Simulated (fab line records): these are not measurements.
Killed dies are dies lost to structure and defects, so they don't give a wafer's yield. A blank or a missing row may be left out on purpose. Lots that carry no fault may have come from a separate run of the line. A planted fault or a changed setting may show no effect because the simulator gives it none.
2 desks looking at one fault + flow sky130 + each desk has only its own numbers; what lay behind them comes last

== DESK OF THE TOOL OWNER: pvd_sputter-04 ==
The tool's own readings at SKY_LI_CONTACT_SPUTTER_19 (material Ti, target thk 20 nm, time 106.37 s): means of the sampled wafers that have a number, for each lot that ran on this tool. A lot is out of limits, marked OUT, if its mean lies more than 4 standard deviations from the usual mean; the brackets give that distance.
Columns: A = cathode_dc_power_W at SKY_LI_CONTACT_SPUTTER_19, usual 2500.0 W; B = chamber_pressure_pa at SKY_LI_CONTACT_SPUTTER_19, usual 5.002 Pa; C = throttle_valve_pct at SKY_LI_CONTACT_SPUTTER_19, usual 30.4 %
| lot  | first seen here | A      | B     | C    |
|------|-----------------|--------|-------|------|
| L265 | day 31 17:12    | 2499.5 | 4.994 | 30.0 |
| L267 | day 32 05:48    | 2500.6 | 4.999 | 30.1 |
| L278 | day 35 15:32    | 2500.0 | 5.002 | 31.1 |
This desk's finding: nothing out of limits on any of the 3 lots.

== THE METROLOGY DESK ==
Lot by lot, what the gauges showed, no matter which tool ran the lot: averages of those sampled wafers that carry a number. A lot is out of limits, marked OUT, if its mean lies more than 4 standard deviations from the usual mean; the brackets give that distance.
Columns: A = cd_nm at SKY_LI_CONTACT_CD_MEAS_12, usual 170.4 nm; B = LI_CONTACT_OVL at SKY_LI_CONTACT_OVL_MEAS_13, usual -4 nm
| lot  | first seen here | A     | B   |
|------|-----------------|-------|-----|
| L261 | day 30 17:56    | 171.0 | -13 |
| L265 | day 31 16:38    | 170.9 | -7  |
| L267 | day 32 05:05    | 169.1 | -1  |
| L272 | day 34 01:36    | 173.4 | -3  |
| L274 | day 34 17:22    | 170.9 | -5  |
| L278 | day 35 14:44    | 171.6 | -11 |
This desk's finding: nothing out of limits on any of the 6 lots.

== ALL TOGETHER ==
The desk of the tool owner found nothing out of limits.
At the metrology desk, nothing out of limits was observed.

== WHAT THE SIMULATOR PUT IN ==
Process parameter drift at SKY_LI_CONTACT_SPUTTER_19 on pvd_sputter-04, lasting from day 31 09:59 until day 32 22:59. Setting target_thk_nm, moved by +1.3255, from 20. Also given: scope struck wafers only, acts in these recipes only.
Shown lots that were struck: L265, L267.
